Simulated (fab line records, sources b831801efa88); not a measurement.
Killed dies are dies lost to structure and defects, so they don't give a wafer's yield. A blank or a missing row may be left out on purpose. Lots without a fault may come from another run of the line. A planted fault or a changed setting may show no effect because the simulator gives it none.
Which tool did it? | flow gf180mcu | 8 lots, 24 wafers sampled, at 2 steps of a route of 602

WHAT THE GAUGES READ, wafer by wafer
GF_VT_IMPLANT_TW_MEAS_21.
lot  | measured    | on            | VT_IMPLANT_2_TW
L788 | day 6 10:07 | film_metro-03 | 1217 1218 1218
L789 | day 6 13:17 | film_metro-03 | 1218 1214 1216
L790 | day 6 19:18 | film_metro-03 | 1222 1210 1213
L791 | day 7 03:49 | film_metro-02 | 1226 1226 1224
L795 | day 8 05:04 | film_metro-03 | 1207 1207 1211
L797 | day 8 20:58 | film_metro-02 | 884 884 884
L798 | day 9 02:04 | film_metro-01 | 877 882 877
L799 | day 9 07:31 | film_metro-03 | 880 885 880

WHICH TOOL RAN EACH LOT (tool, then ch and the chambers of the sampled wafers, then the start)
lot  | GF_VT_IMPLANT_IMPLANT_19
L788 | implanter-02 ch 0, day 6 09:52
L789 | implanter-02 ch 0, day 6 13:02
L790 | implanter-04 ch 0, day 6 19:04
L791 | implanter-02 ch 0, day 7 03:34
L795 | implanter-04 ch 0, day 8 04:49
L797 | implanter-02 ch 0, day 8 20:43
L798 | implanter-01 ch 0, day 9 01:49
L799 | implanter-04 ch 0, day 9 07:16
- GF_VT_IMPLANT_IMPLANT_19

THE ANSWER, worked out from the rows above alone
Rule: what is usual is taken from the lots themselves. Put in order of their means at a reading, lots are off if they are a third of the lots or fewer, leave a main group of 4 or more, and stand apart from it by a gap of 3 or more times the standard deviation of the main group's means; of several such gaps the widest counts. A main group whose means are all the same, to the digits that the tables above print for the reading, isn't used. A lot without any number at a reading at which 4 lots or more have one is off too. The other lots that the step has rows for count as sound.
No lot is off at any reading shown: from this, nothing can be told.

WHAT THE SIMULATOR HAD PUT IN
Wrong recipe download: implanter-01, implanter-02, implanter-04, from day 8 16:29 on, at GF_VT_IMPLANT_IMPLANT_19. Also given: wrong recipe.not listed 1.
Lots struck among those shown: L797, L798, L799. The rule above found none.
